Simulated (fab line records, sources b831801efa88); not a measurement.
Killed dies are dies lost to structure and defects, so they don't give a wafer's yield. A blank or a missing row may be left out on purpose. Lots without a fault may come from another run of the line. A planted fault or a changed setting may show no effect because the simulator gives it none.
fab line records | flow sky130
record lots=6 wafers=18 last_day=50
route steps=708 shown VIA1@475 METAL2@483 PAD_OPEN@708
lots that met no fault: from a run of the same line without faults
start_h: hours from the record's first day to the start of the lot's first wafer shown | wait_h: hours since the lot's step before | " the same as in the row above | L1.1+2: a row that stands for several wafers | - no value, or no start given | * or withheld: withheld | < > ~ a bound
route shown NAME@n: a module of which the file shows steps, and the number in the route of the first | usual: mean/standard deviation of fault-free wafers | same: alike in all rows | chamber/n: place in a boat | sites: the reading at each site | _std_site: their standard deviation | _edge_site: outer sites' mean less inner sites' | radius_mm: how far each site lies from the wafer's centre | mask NAME#n: copy n | behind: the tool/chamber that last shaped the wafer | hold: why the lot was held/for how many hours/how that ended | device: the transistor (n, p or np) that didn't switch | end of line: the same wafers' tests at the end of the route | a step without rows: its recipe alone | killed: dies lost to structure and defects at the first sort, not the wafer's yield | map: a wafer's dies, x killed, . not, _ none there
set.NAME: the setting as run; set.NAME@STEP: as run at that earlier step | model.NAME: the simulator's own value behind a step, which no gauge read
lots at some steps of the route; a table a step, a row a wafer
services: from which hour (start_h, from the record's first day; less than 0 if before it) a tool's chamber was out of use, for how many hours, and why
## steps
# step SKY_VIA1_STRIP_17
# recipe chemistry=post_etch_residue_remover time_s=1200 temp_c=72.5
# step SKY_VIA1_CLEAN_18
# recipe chemistry=IPA time_s=180 temp_c=25
# step SKY_VIA1_CLEAN_19
# recipe chemistry=O3/DIW dry=n2_spin
# step SKY_VIA1_SPUTTER_20
# recipe material=TiN target_thk_nm=20 chamber_pressure_pa=5 power_w=4000 time_s=80
# step SKY_VIA1_CVD_21
# recipe material=W target_thk_nm=270 time_s=80.902 temp_c=400 pressure_torr=38.32
# step SKY_VIA1_RS_MEAS_22
# recipe thk_meas_gauge=four-point-probe reads=W_of_VIA1_CVD_21+TiN_of_VIA1_SPUTTER_20
# usual VIA1_W_RS=0.439/0.0048
# columns lot.wafer tool chamber start_h wait_h VIA1_W_RS[ohm/sq]
L802.1 film_metro-04 - 803.23 0.1 0.435
L802.3 " - " " 0.430
L802.6 " - " " 0.430
L809.2 film_metro-03 - 869.81 0.1 0.440
L809.4 " - " " 0.440
L809.5 " - " " 0.444
L811.2 film_metro-03 - 875.13 0.1 0.433
L811.3 " - " " 0.438
L811.4 " - " " 0.440
L814.3 film_metro-03 - 890.57 0.1 0.442
L814.4 " - " " 0.436
L814.6 " - " " 0.443
L823.1 film_metro-04 - 957.87 0.1 0.440
L823.2 " - " " 0.438
L823.3 " - " " 0.435
L824.1 film_metro-03 - 962.92 0.1 0.435
L824.2 " - " " 0.432
L824.3 " - " " 0.439
# step SKY_VIA1_THK_MEAS_23
# recipe thk_meas_gauge=xrf reads=W_of_VIA1_CVD_21
# usual VIA1_W_THK=259.7/2.9
# columns lot.wafer tool chamber start_h wait_h VIA1_W_THK[nm]
L802.1 film_metro-04 - 803.35 0.1 261.5
L802.3 " - " " 262.3
L802.6 " - " " 264.0
L809.2 film_metro-03 - 869.92 0.1 260.7
L809.4 " - " " 258.2
L809.5 " - " " 257.0
L811.2 film_metro-03 - 875.24 0.1 264.1
L811.3 " - " " 261.9
L811.4 " - " " 260.0
L814.3 film_metro-03 - 890.67 0.1 258.2
L814.4 " - " " 261.1
L814.6 " - " " 255.9
L823.1 film_metro-04 - 957.99 0.1 260.5
L823.2 " - " " 260.6
L823.3 " - " " 263.3
L824.1 film_metro-03 - 963.04 0.1 259.2
L824.2 " - " " 260.7
L824.3 " - " " 256.0
# step SKY_VIA1_CMP_24
# recipe stop_on=SiO2 t_overpolish_s=15 down_force_psi=3.5 platen_rpm=60 target_thk_nm=0 pad_velocity_m_s=0.94248
# step SKY_METAL2_SPUTTER_00
# recipe material=Ti target_thk_nm=15 power_w=3000 time_s=10 chamber_pressure_pa=0.4
# usual cathode_dc_power_W=3000.0/0.56 chamber_pressure_pa=0.3999/0.00076 throttle_valve_pct=30.7/1.1
# same time_s=10
# columns lot.wafer tool chamber start_h wait_h cathode_dc_power_W chamber_pressure_pa throttle_valve_pct
L802.1 pvd_sputter-04 - 803.71 0.2 3001.0 0.4003 31.4
L802.3 " - " " 2999.9 0.3993 31.4
L802.6 " - " " 3000.9 0.3989 31.4
L809.2 pvd_sputter-04 - 870.27 0.2 2999.7 0.3996 29.7
L809.4 " - " " 2999.6 0.3994 31.1
L809.5 " - " " 2999.6 0.3994 31.4
L811.2 pvd_sputter-04 - 875.59 0.2 2999.9 0.4004 31.0
L811.3 " - " " 3000.2 0.4002 29.9
L811.4 " - " " 3000.2 0.4006 31.4
L814.3 pvd_sputter-01 - 891.01 0.1 2999.9 0.3993 31.2
L814.4 " - " " 3000.4 0.3999 29.5
L814.6 " - " " 3000.0 0.4007 29.9
L823.1 pvd_sputter-03 - 958.57 0.2 3000.2 0.4014 29.6
L823.2 " - " " 2999.7 0.4000 32.2
L823.3 " - " " 3000.1 0.3994 30.5
L824.1 pvd_sputter-03 - 963.62 0.2 2999.6 0.3982 29.7
L824.2 " - " " 3000.3 0.4015 31.9
L824.3 " - " " 3000.6 0.3979 30.5
# step SKY_METAL2_SPUTTER_01
# recipe material=TiN target_thk_nm=20 power_w=6500 time_s=16.7 chamber_pressure_pa=0.4
# step SKY_METAL2_SPUTTER_02
# recipe material=AlCu target_thk_nm=250 power_w=10600 time_s=13.3 chamber_pressure_pa=0.4
# usual cathode_dc_power_W=10600/2 chamber_pressure_pa=0.4000/0.00081 throttle_valve_pct=30.7/1.1
# same time_s=13.3
# columns lot.wafer tool chamber start_h wait_h cathode_dc_power_W chamber_pressure_pa throttle_valve_pct
L802.1 pvd_sputter-04 - 803.76 0.0 10605 0.4012 31.5
L802.3 " - " " 10600 0.3995 31.3
L802.6 " - " " 10599 0.4011 31.2
L809.2 pvd_sputter-04 - 870.32 0.0 10597 0.4012 30.1
L809.4 " - " " 10599 0.3994 31.2
L809.5 " - " " 10599 0.4007 31.2
L811.2 pvd_sputter-04 - 875.64 0.0 10601 0.4002 31.4
L811.3 " - " " 10598 0.4008 30.0
L811.4 " - " " 10596 0.3994 31.2
L814.3 pvd_sputter-01 - 891.06 0.0 10601 0.3995 30.3
L814.4 " - " " 10601 0.4013 29.5
L814.6 " - " " 10596 0.4005 29.5
L823.1 pvd_sputter-03 - 958.62 0.0 10602 0.4004 29.7
L823.2 " - " " 10600 0.4000 32.2
L823.3 " - " " 10599 0.3987 30.6
L824.1 pvd_sputter-03 - 963.67 0.0 10600 0.3986 29.5
L824.2 " - " " 10599 0.3996 32.1
L824.3 " - " " 10602 0.4004 30.5
# step SKY_METAL2_SPUTTER_03
# recipe material=Ti target_thk_nm=5 power_w=3000 time_s=3.3 chamber_pressure_pa=0.4
# usual cathode_dc_power_W=3000.0/0.49 chamber_pressure_pa=0.4001/0.00073 throttle_valve_pct=30.7/1.1
# same time_s=3.3
# columns lot.wafer tool chamber start_h wait_h cathode_dc_power_W chamber_pressure_pa throttle_valve_pct
L802.1 pvd_sputter-04 - 803.78 0.0 2999.6 0.4018 31.3
L802.3 " - " " 3000.0 0.4003 31.5
L802.6 " - " " 3000.0 0.4017 31.2
L809.2 pvd_sputter-04 - 870.35 0.0 2999.9 0.3992 29.8
L809.4 " - " " 3000.3 0.3994 31.4
L809.5 " - " " 2999.9 0.3992 31.3
L811.2 pvd_sputter-04 - 875.66 0.0 3000.2 0.3992 31.1
L811.3 " - " " 3000.1 0.4001 29.7
L811.4 " - " " 2999.5 0.4013 31.3
L814.3 pvd_sputter-01 - 891.08 0.0 2999.2 0.4011 30.8
L814.4 " - " " 2999.3 0.4002 29.9
L814.6 " - " " 3000.3 0.3987 29.6
L823.1 pvd_sputter-03 - 958.65 0.0 2999.9 0.3996 29.5
L823.2 " - " " 3000.0 0.3996 32.5
L823.3 " - " " 3000.0 0.3996 30.4
L824.1 pvd_sputter-03 - 963.69 0.0 2999.6 0.4006 29.5
L824.2 " - " " 2999.5 0.3999 32.1
L824.3 " - " " 3000.3 0.3998 30.4
# step SKY_METAL2_SPUTTER_04
# recipe material=TiN target_thk_nm=70 power_w=6500 time_s=58.3 chamber_pressure_pa=0.4
# usual cathode_dc_power_W=6499.8/1.2 chamber_pressure_pa=0.4000/0.00075 throttle_valve_pct=30.7/1.1
# same time_s=58.3
# columns lot.wafer tool chamber start_h wait_h cathode_dc_power_W chamber_pressure_pa throttle_valve_pct model.TiN_of_METAL2_SPUTTER_04.thk_nm
L802.1 pvd_sputter-04 - 803.80 0.0 6498.4 0.3996 31.2 71.4
L802.3 " - " " 6500.2 0.3996 31.2 71.52
L802.6 " - " " 6501.3 0.3997 31.2 72.3
L809.2 pvd_sputter-04 - 870.36 0.0 6500.3 0.4003 29.7 69.81
L809.4 " - " " 7537.9 0.3995 31.5 80.72
L809.5 " - " " 7534.6 0.3994 31.5 80.67
L811.2 pvd_sputter-04 - 875.68 0.0 7538.5 0.4000 31.4 80.22
L811.3 " - " " 6500.1 0.4003 29.6 69.73
L811.4 " - " " 6500.7 0.4000 31.1 71.16
L814.3 pvd_sputter-01 - 891.10 0.0 6496.6 0.3993 30.6 71.96
L814.4 " - " " 6497.7 0.4001 29.8 72.35
L814.6 " - " " 6498.9 0.3997 29.5 72.09
L823.1 pvd_sputter-03 - 958.67 0.0 6501.8 0.4004 29.6 70.28
L823.2 " - " " 6500.8 0.4010 32.2 70.08
L823.3 " - " " 6499.3 0.3985 30.3 69.24
L824.1 pvd_sputter-03 - 963.71 0.0 6500.6 0.3991 30.0 69.88
L824.2 " - " " 6500.6 0.4000 32.2 69.76
L824.3 " - " " 6499.3 0.4000 30.7 69.54
# step SKY_METAL2_RS_MEAS_05
# recipe thk_meas_gauge=four-point-probe reads=TiN_of_METAL2_SPUTTER_04+Ti_of_METAL2_SPUTTER_03+AlCu_of_METAL2_SPUTTER_02+TiN_of_METAL2_SPUTTER_01+Ti_of_METAL2_SPUTTER_00
# usual METAL2_ALCU_RS=0.1274/0.0019
# columns lot.wafer tool chamber start_h wait_h METAL2_ALCU_RS[ohm/sq]
L802.1 film_metro-04 - 803.85 0.0 0.1292
L802.3 " - " " 0.1248
L802.6 " - " " 0.1292
L809.2 film_metro-01 - 870.43 0.0 0.1293
L809.4 " - " " 0.1244
L809.5 " - " " 0.1241
L811.2 film_metro-01 - 875.75 0.0 0.1241
L811.3 " - " " 0.1283
L811.4 " - " " 0.1276
L814.3 film_metro-04 - 891.19 0.1 0.1255
L814.4 " - " " 0.1241
L814.6 " - " " 0.1251
L823.1 film_metro-03 - 958.71 0.0 0.1269
L823.2 " - " " 0.1274
L823.3 " - " " 0.1283
L824.1 film_metro-01 - 963.76 0.0 0.1274
L824.2 " - " " 0.1275
L824.3 " - " " 0.1294
# step SKY_METAL2_THK_MEAS_06
# recipe thk_meas_gauge=xrf reads=AlCu_of_METAL2_SPUTTER_02
# usual METAL2_ALCU_THK=245/3.7
# columns lot.wafer tool chamber start_h wait_h METAL2_ALCU_THK[nm]
L802.1 film_metro-04 - 803.97 0.1 241
L802.3 " - " " 251
L802.6 " - " " 242
L809.2 film_metro-01 - 870.54 0.1 240
L809.4 " - " " 243
L809.5 " - " " 245
L811.2 film_metro-01 - 875.86 0.1 245
L811.3 " - " " 243
L811.4 " - " " 242
L814.3 film_metro-04 - 891.29 0.1 250
L814.4 " - " " 251
L814.6 " - " " 253
L823.1 film_metro-03 - 958.83 0.1 247
L823.2 " - " " 247
L823.3 " - " " 246
L824.1 film_metro-01 - 963.88 0.1 244
L824.2 " - " " 244
L824.3 " - " " 240
# step SKY_METAL2_DEHYDRATE_07
# recipe temp_c=200 time_s=60
# step SKY_METAL2_HMDS_08
# recipe prime_time_s=60 prime_temp_c=120
# step SKY_METAL2_COAT_09
# recipe resist=BARC temp_c=withheld time_s=withheld spin_rpm=3000 resist_thk_nm=60
# step SKY_METAL2_COAT_10
# recipe resist=KrF-thick spin_rpm=3000 resist_thk_nm=450
# step SKY_METAL2_SOFTBAKE_11
# recipe temp_c=100 time_s=90 resist=KrF-thick
# step SKY_METAL2_EXPOSE_12
# recipe mask_id=MM2 na=0.8 source_shape=annular sigma_inner=0.55 sigma_outer=0.85 target_cd_nm=140 dose_mj=28
# step SKY_METAL2_PEB_13
# recipe peb_temp_c=withheld peb_time_s=withheld resist=KrF-thick
# step SKY_METAL2_DEVELOP_14
# recipe develop_time_s=60 resist=KrF-thick dev_temp_c=21
# step SKY_METAL2_CD_MEAS_15
# recipe target_cd_nm=140
# usual cd_nm=140.0/1.6
# columns lot.wafer tool chamber start_h wait_h cd_nm
L802.1 cd_sem-01 - 830.18 - 141.5
L802.3 " - " " 141.7
L802.6 " - " " 143.1
L809.2 cd_sem-02 - 896.51 - 138.3
L809.4 " - " " 138.0
L809.5 " - " " 137.2
L811.2 cd_sem-02 - 901.01 - 139.5
L811.3 " - " " 141.5
L811.4 " - " " 140.1
L814.3 cd_sem-01 - 916.92 - 138.3
L814.4 " - " " 138.4
L814.6 " - " " 141.0
L823.1 cd_sem-01 - 982.48 - 139.2
L823.2 " - " " 139.7
L823.3 " - " " 139.9
L824.1 cd_sem-01 - 988.29 - 138.9
L824.2 " - " " 139.0
L824.3 " - " " 139.3
# step SKY_METAL2_OVL_MEAS_16
# usual METAL2_OVL=1/5.7
# columns lot.wafer tool chamber start_h wait_h METAL2_OVL[nm]
L802.1 overlay-01 - 830.30 0.1 -4
L802.3 " - " " 1
L802.6 " - " " 0
L809.2 overlay-02 - 896.62 0.1 -5
L809.4 " - " " 4
L809.5 " - " " 1
L811.2 overlay-02 - 901.11 0.1 -1
L811.3 " - " " 5
L811.4 " - " " 7
L814.3 overlay-02 - 917.02 0.1 -6
L814.4 " - " " 4
L814.6 " - " " 1
L823.1 overlay-01 - 982.60 0.1 -7
L823.2 " - " " -2
L823.3 " - " " 6
L824.1 overlay-02 - 988.41 0.1 7
L824.2 " - " " 6
L824.3 " - " " 8
# step SKY_METAL2_DESCUM_17
# recipe chemistry=O2 source_power_w=150 bias_power_w=0 pressure_mtorr=10 temp_c=40 time_s=8
# step SKY_METAL2_ETCH_18
# recipe chemistry=N2/H2 target=BARC ion_energy_ev=200 bias_w=100 pressure_mtorr=30 n2_flow_sccm=100 h2_flow_sccm=200 icp_w=500 stop_on=SiO2 time_s=45.9 target_depth_a=600
# usual drypump_motor_current_A=5.6/0.41 oes_product_au=0.855/0.0047 rf_fwd_power_W=495.6/1.6 throttle_valve_pct=13.226/0.0092
# same time_s=45.9
# columns lot.wafer tool chamber start_h wait_h drypump_motor_current_A oes_product_au rf_fwd_power_W rf_hours_counter_h throttle_valve_pct
L802.1 rie_metal-04 1 830.37 0.0 5.6 0.844 497.9 0 13.224
L802.3 " 1 " " 5.6 0.851 498.9 - 13.219
L802.6 " 1 " " 5.5 0.856 495.8 - 13.226
L809.2 rie_metal-04 0 896.68 0.0 5.6 0.854 493.7 7 13.224
L809.4 " 0 " " 5.6 0.848 492.7 - 13.214
L809.5 " 0 " " 5.6 0.854 493.2 - 13.222
L811.2 rie_metal-04 0 901.17 0.0 5.6 0.855 495.4 7 13.225
L811.3 " 1 " " 5.6 0.856 496.9 - 13.238
L811.4 " 0 " " 5.6 0.854 496.3 - 13.235
L814.3 rie_metal-02 1 917.09 0.0 6.3 0.855 496.7 - 13.221
L814.4 " 0 " " 6.0 0.863 495.3 - 13.210
L814.6 " 1 " " 6.3 0.863 496.4 - 13.208
L823.1 rie_metal-03 0 982.67 0.0 5.7 0.863 496.0 12 13.228
L823.2 " 1 " " 4.8 0.860 493.7 14 13.241
L823.3 " 0 " " 5.7 0.843 494.5 - 13.235
L824.1 rie_metal-02 1 988.48 0.0 6.3 0.853 496.4 6 13.227
L824.2 " 0 " " 6.0 0.849 496.4 21 13.227
L824.3 " 1 " " 6.3 0.850 499.6 - 13.210
# step SKY_METAL2_METAL_ETCH_19
# recipe target_depth_a=3600 stop_on=SiO2 over_etch_frac=0.3 time_s=78 chemistry=Cl2/BCl3 resist_sidewall_deg=88 pressure_mtorr=10 icp_w=900 bias_w=48.5 Cl2_flow_sccm=60 bcl3_flow_sccm=30
# usual drypump_motor_current_A=5.6/0.41 oes_product_au=0.854/0.0067 rf_fwd_power_W=893.7/2.8 throttle_valve_pct=22.263/0.0093
# same time_s=78
# columns lot.wafer tool chamber start_h wait_h drypump_motor_current_A oes_product_au rf_fwd_power_W rf_hours_counter_h throttle_valve_pct
L802.1 rie_metal-04 1 830.43 0.0 5.6 0.850 890.0 0 22.258
L802.3 " 1 " " 5.6 0.854 896.0 - 22.275
L802.6 " 1 " " 5.6 0.852 890.3 - 22.246
L809.2 rie_metal-04 0 896.74 0.0 5.6 0.853 895.1 7 22.276
L809.4 " 0 " " 5.6 0.859 892.7 - 22.261
L809.5 " 0 " " 5.6 0.853 894.6 - 22.270
L811.2 rie_metal-04 0 901.24 0.0 5.6 0.852 893.7 7 22.269
L811.3 " 1 " " 5.5 0.844 894.8 - 22.263
L811.4 " 0 " " 5.6 0.858 891.8 - 22.263
L814.3 rie_metal-02 1 917.16 0.1 6.3 0.860 894.0 - 22.270
L814.4 " 0 " " 6.0 0.870 892.7 - 22.248
L814.6 " 1 " " 6.3 0.862 888.7 - 22.264
L823.1 rie_metal-03 0 982.74 0.0 5.7 0.848 897.7 12 22.253
L823.2 " 1 " " 4.8 0.853 893.9 14 22.254
L823.3 " 0 " " 5.7 0.852 895.5 - 22.284
L824.1 rie_metal-02 1 988.54 0.0 6.2 0.845 894.7 6 22.265
L824.2 " 0 " " 6.0 0.846 893.1 21 22.266
L824.3 " 1 " " 6.3 0.845 893.1 - 22.258
# step SKY_METAL2_STRIP_20
# recipe chemistry=O2/N2 power_w=1400 pressure_mtorr=1500 platen_temp_c=withheld o2_flow_sccm=3000 n2_flow_sccm=300 overash_fraction=0.5
# step SKY_METAL2_STRIP_21
# recipe chemistry=post_etch_residue_remover time_s=1200 temp_c=72.5
# usual temp_c=72.50/0.11
# same time_s=1200
# columns lot.wafer tool chamber start_h wait_h temp_c model.TiN_of_METAL2_SPUTTER_04.thk_nm
L802.1 wet_bench-01 2 830.62 0.1 72.51 70.98
L802.3 " 2 " " 72.52 71.1
L802.6 " 2 " " 72.61 71.88
L809.2 wet_bench-03 1 896.93 0.1 72.47 69.39
L809.4 " 1 " " 72.69 80.3
L809.5 " 1 " " 72.58 80.25
L811.2 wet_bench-03 2 901.43 0.1 72.51 79.8
L811.3 " 2 " " 72.40 69.32
L811.4 " 2 " " 72.41 70.74
L814.3 wet_bench-02 2 917.32 0.0 72.50 71.54
L814.4 " 2 " " 72.56 71.92
L814.6 " 2 " " 72.72 71.67
L823.1 wet_bench-01 3 982.93 0.1 72.58 69.86
L823.2 " 3 " " 72.49 69.65
L823.3 " 3 " " 72.44 68.82
L824.1 wet_bench-03 2 988.73 0.1 72.35 69.47
L824.2 " 2 " " 72.39 69.34
L824.3 " 2 " " 72.33 69.12
# step SKY_METAL2_CLEAN_22
# recipe chemistry=IPA time_s=180 temp_c=25
# step SKY_PAD_OPEN_PROBE_99
# usual defect_limited_yield=82.6/1.9 killed_at_M0_to_M3=42/7 killed_at_M4_up=3.2/1.6 killed_at_contacts=24/5.8 killed_at_front_end=16/4.3 killed_at_other=0.3/0.62 killed_dies=86/9.5 killed_on_rim=17/3.7 killed_open=46/6.4 killed_short=39/6.3 sort_bin_3_pad_short=0.9/0.43 sort_bin_5_function=10.5/1.4 sort_bin_6_memory=6.1/1.2 sort_n_pass=406/9.5 sort_yield_pct=82.6/1.9
# same gross_dies=492 killed_at_back_side=0 sort_bin_4_leakage[%]=0 sort_bin_8_speed[%]=0
# columns lot.wafer tool chamber start_h wait_h defect_limited_yield[%] killed_at_M0_to_M3 killed_at_M4_up killed_at_contacts killed_at_front_end killed_at_other killed_dies killed_on_rim killed_open killed_short sort_bin_3_pad_short[%] sort_bin_5_function[%] sort_bin_6_memory[%] sort_n_pass sort_yield_pct[%]
L802.1 prober-01 - 1084.45 0.1 78.7 60 5 23 17 0 105 23 62 43 0.8 11.0 9.6 387 78.7
L802.3 prober-01 - 1084.55 0.2 83.1 44 3 25 11 0 83 15 46 36 0.2 11.6 5.1 409 83.1
L802.6 prober-01 - 1084.70 0.2 83.9 41 2 19 17 0 79 15 35 44 1.4 8.7 5.9 413 83.9
L809.2 prober-01 - 1136.52 0.1 82.7 52 3 23 7 0 85 14 43 42 0.4 10.2 6.7 407 82.7
L809.4 prober-01 - 1136.62 0.2 81.9 39 3 33 13 1 89 20 49 39 1.6 10.4 6.1 403 81.9
L809.5 prober-01 - 1136.67 0.2 83.3 38 4 29 11 0 82 20 51 31 0.6 11.0 5.1 410 83.3
L811.2 prober-02 - 1140.21 0.1 84.1 46 5 20 6 1 78 23 36 42 0.8 10.0 5.1 414 84.1
L811.3 prober-02 - 1140.26 0.2 84.8 39 2 13 20 1 75 17 37 38 0.6 10.0 4.7 417 84.8
L811.4 prober-02 - 1140.31 0.2 84.8 34 1 25 15 0 75 21 42 33 1.2 8.9 5.1 417 84.8
L814.3 prober-01 - 1150.55 0.2 79.3 58 4 24 16 0 102 21 53 48 0.6 11.2 8.9 390 79.3
L814.4 prober-01 - 1150.60 0.2 85.8 36 2 20 12 0 70 13 39 31 1.2 8.1 4.9 422 85.8
L814.6 prober-01 - 1150.70 0.2 86.4 35 1 18 13 0 67 12 38 28 0.8 6.9 5.9 425 86.4
L823.1 prober-02 - 1195.82 0.1 82.1 31 5 35 15 2 88 12 45 42 1.0 11.2 5.7 404 82.1
L823.2 prober-02 - 1195.87 0.1 86.4 39 4 10 14 0 67 14 37 29 0.2 8.7 4.7 425 86.4
L823.3 prober-02 - 1195.92 0.2 84.1 30 3 26 19 0 78 17 47 30 0.4 10.6 4.9 414 84.1
L824.1 prober-01 - 1200.81 0.1 82.1 50 3 19 16 0 88 15 47 41 1.2 10.8 5.9 404 82.1
L824.2 prober-01 - 1200.86 0.1 81.5 46 6 17 22 0 91 16 44 47 1.0 11.8 5.7 401 81.5
L824.3 prober-01 - 1200.91 0.2 82.9 44 5 25 10 0 84 17 43 41 1.4 9.8 5.9 408 82.9
# killed by level:class
L802.1 VIA1:geometric_particle:open=16 CONTACT:geometric_particle:open=13 VIA3:geometric_particle:open=9 METAL1:geometric_particle:short=7 VIA1:geometric_particle:short=7 VIA2:geometric_particle:open=7 FIELD_ISO:geometric_particle:open=4 LI_CONTACT:geometric_particle:open=4
L802.3 LI_CONTACT:geometric_particle:open=8 VIA2:geometric_particle:open=7 VIA3:geometric_particle:open=7 METAL1:geometric_particle:short=6 CONTACT:geometric_particle:open=6 VIA1:geometric_particle:open=6 FIELD_ISO:geometric_particle:open=4 LOCAL_INTERCONNECT:geometric_particle:short=4
L802.6 METAL1:geometric_particle:short=9 CONTACT:geometric_particle:open=7 VIA1:geometric_particle:short=7 FIELD_ISO:geometric_particle:short=6 LI_CONTACT:geometric_particle:open=6 VIA2:geometric_particle:open=6 POLY_GATE:geometric_particle:open=4 METAL2:geometric_particle:short=4
L809.2 METAL2:geometric_particle:short=13 VIA1:geometric_particle:open=9 LI_CONTACT:geometric_particle:open=9 VIA3:geometric_particle:open=8 CONTACT:geometric_particle:open=6 METAL1:geometric_particle:short=6 CONTACT:geometric_particle:short=5 FIELD_ISO:geometric_particle:open=3
L809.4 LI_CONTACT:geometric_particle:open=10 CONTACT:geometric_particle:open=10 METAL1:geometric_particle:short=10 VIA1:geometric_particle:open=8 CONTACT:geometric_particle:short=6 VIA3:geometric_particle:open=6 VIA2:geometric_particle:open=5 FIELD_ISO:geometric_particle:short=4
L809.5 VIA1:geometric_particle:open=10 VIA3:geometric_particle:open=10 CONTACT:geometric_particle:open=8 LI_CONTACT:geometric_particle:open=6 LOCAL_INTERCONNECT:geometric_particle:short=5 LOCAL_INTERCONNECT:geometric_particle:open=5 POLY_GATE:geometric_particle:short=4 METAL4:geometric_particle:short=4
L811.2 METAL1:geometric_particle:short=11 LOCAL_INTERCONNECT:geometric_particle:short=7 VIA1:geometric_particle:open=7 VIA2:geometric_particle:open=6 METAL3:geometric_particle:short=5 CONTACT:geometric_particle:open=5 METAL2:geometric_particle:short=5 METAL2:geometric_particle:open=4
L811.3 METAL1:geometric_particle:short=8 VIA1:geometric_particle:short=8 FIELD_ISO:geometric_particle:open=7 VIA1:geometric_particle:open=6 VIA2:geometric_particle:open=6 POLY_GATE:geometric_particle:short=4 POLY_GATE:geometric_particle:open=4 LOCAL_INTERCONNECT:geometric_particle:short=4
L811.4 CONTACT:geometric_particle:open=8 VIA1:geometric_particle:open=7 METAL2:geometric_particle:short=6 POLY_GATE:geometric_particle:open=5 LI_CONTACT:geometric_particle:open=5 LOCAL_INTERCONNECT:geometric_particle:short=5 POLY_GATE:geometric_particle:short=4 VIA2:geometric_particle:open=4
L814.3 CONTACT:geometric_particle:open=12 VIA1:geometric_particle:open=11 METAL2:geometric_particle:short=10 VIA3:geometric_particle:open=10 LOCAL_INTERCONNECT:geometric_particle:short=8 VIA1:geometric_particle:short=7 METAL1:geometric_particle:short=6 VIA2:geometric_particle:open=5
L814.4 VIA1:geometric_particle:open=10 VIA2:geometric_particle:open=8 LOCAL_INTERCONNECT:geometric_particle:short=6 CONTACT:geometric_particle:open=6 CONTACT:geometric_particle:short=4 METAL2:geometric_particle:short=4 FIELD_ISO:geometric_particle:short=3 FIELD_ISO:geometric_particle:open=3
L814.6 CONTACT:geometric_particle:open=7 VIA3:geometric_particle:open=7 VIA2:geometric_particle:open=6 FIELD_ISO:geometric_particle:open=4 FIELD_ISO:geometric_particle:short=4 LI_CONTACT:geometric_particle:open=4 CONTACT:geometric_particle:short=4 VIA1:geometric_particle:open=4
L823.1 CONTACT:geometric_particle:open=11 LI_CONTACT:geometric_particle:open=9 LOCAL_INTERCONNECT:geometric_particle:short=8 VIA2:geometric_particle:open=7 METAL1:geometric_particle:short=5 VIA3:geometric_particle:open=5 LI_CONTACT:geometric_particle:short=4 METAL2:geometric_particle:short=4
L823.2 VIA2:geometric_particle:open=9 POLY_GATE:geometric_particle:open=7 METAL1:geometric_particle:short=7 VIA1:geometric_particle:open=6 CONTACT:geometric_particle:open=5 VIA3:geometric_particle:open=5 METAL4:geometric_particle:short=4 FIELD_ISO:geometric_particle:short=3
L823.3 VIA2:geometric_particle:open=10 LI_CONTACT:geometric_particle:open=8 FIELD_ISO:geometric_particle:open=6 CONTACT:geometric_particle:short=6 LOCAL_INTERCONNECT:geometric_particle:short=5 CONTACT:geometric_particle:open=5 VIA1:geometric_particle:open=5 VIA3:geometric_particle:open=5
L824.1 VIA2:geometric_particle:open=8 VIA1:geometric_particle:open=8 METAL2:geometric_particle:short=6 VIA1:geometric_particle:short=6 METAL1:geometric_particle:short=5 LI_CONTACT:geometric_particle:open=5 CONTACT:geometric_particle:open=5 CONTACT:geometric_particle:short=5
L824.2 METAL2:geometric_particle:short=13 VIA3:geometric_particle:open=8 CONTACT:geometric_particle:open=6 FIELD_ISO:geometric_particle:short=5 VIA1:geometric_particle:open=5 POLY_GATE:geometric_particle:short=5 LI_CONTACT:geometric_particle:open=5 FIELD_ISO:geometric_particle:open=4
L824.3 VIA1:geometric_particle:open=13 CONTACT:geometric_particle:open=11 CONTACT:geometric_particle:short=6 VIA3:geometric_particle:open=6 METAL1:geometric_particle:short=5 VIA1:geometric_particle:short=5 METAL4:geometric_particle:short=5 LOCAL_INTERCONNECT:geometric_particle:short=4
## services
# columns tool chamber start_h hours kind
wet_bench-03 - 786.59 2.7 repair
rie_metal-04 1 793.79 - clean
rie_metal-04 1 793.79 25.2 scheduled_down
rie_metal-04 1 793.79 25.2 vent_cycle
pvd_sputter-03 - 823.27 1.2 repair
rie_metal-02 - 829.66 0.2 repair
pvd_sputter-03 1 835.05 - consumable_replace:kit
pvd_sputter-03 1 835.05 18.0 scheduled_down
pvd_sputter-03 1 835.05 18.0 vent_cycle
pvd_sputter-01 0 843.00 - consumable_replace:kit
pvd_sputter-01 - 870.85 6.7 repair
rie_metal-04 - 877.92 2.8 pm
wet_bench-02 - 885.45 20.1 repair
pvd_sputter-03 - 896.23 9.7 repair
rie_metal-03 - 906.17 36.4 repair
pvd_sputter-01 - 926.13 2.9 repair
rie_metal-02 - 940.78 0.8 repair
pvd_sputter-04 0 958.13 - consumable_replace:kit
pvd_sputter-04 0 958.13 18.0 scheduled_down
pvd_sputter-04 0 958.13 18.0 vent_cycle
pvd_sputter-03 - 964.83 8.9 repair
rie_metal-02 0 970.84 4.1 repair
pvd_sputter-04 - 973.51 3.5 repair
pvd_sputter-03 - 977.73 3.6 repair
## key
first_sign step=SKY_METAL2_SPUTTER_04 reading=cathode_dc_power_W direction=up sigmas=99+ usual=6499.8 struck=7537.0
effect none on later readings
model_effect step=SKY_METAL2_SPUTTER_04 value=TiN_of_METAL2_SPUTTER_04.thk_nm without=69.36 struck=80.54
model_effect step=SKY_METAL2_STRIP_21 value=TiN_of_METAL2_SPUTTER_04.thk_nm without=68.94 struck=80.12
met_at SKY_METAL2_SPUTTER_04
struck_wafers L809.4,L809.5,L811.2
onset_between 803.80 870.36
fault kind=process_parameter_drift tool=pvd_sputter-04 chamber=- onset_h=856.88 steps=SKY_METAL2_SPUTTER_04 channel=power_w offset=* shape=step end_h=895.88 acts_in=* stated=* scope=struck_wafers_only
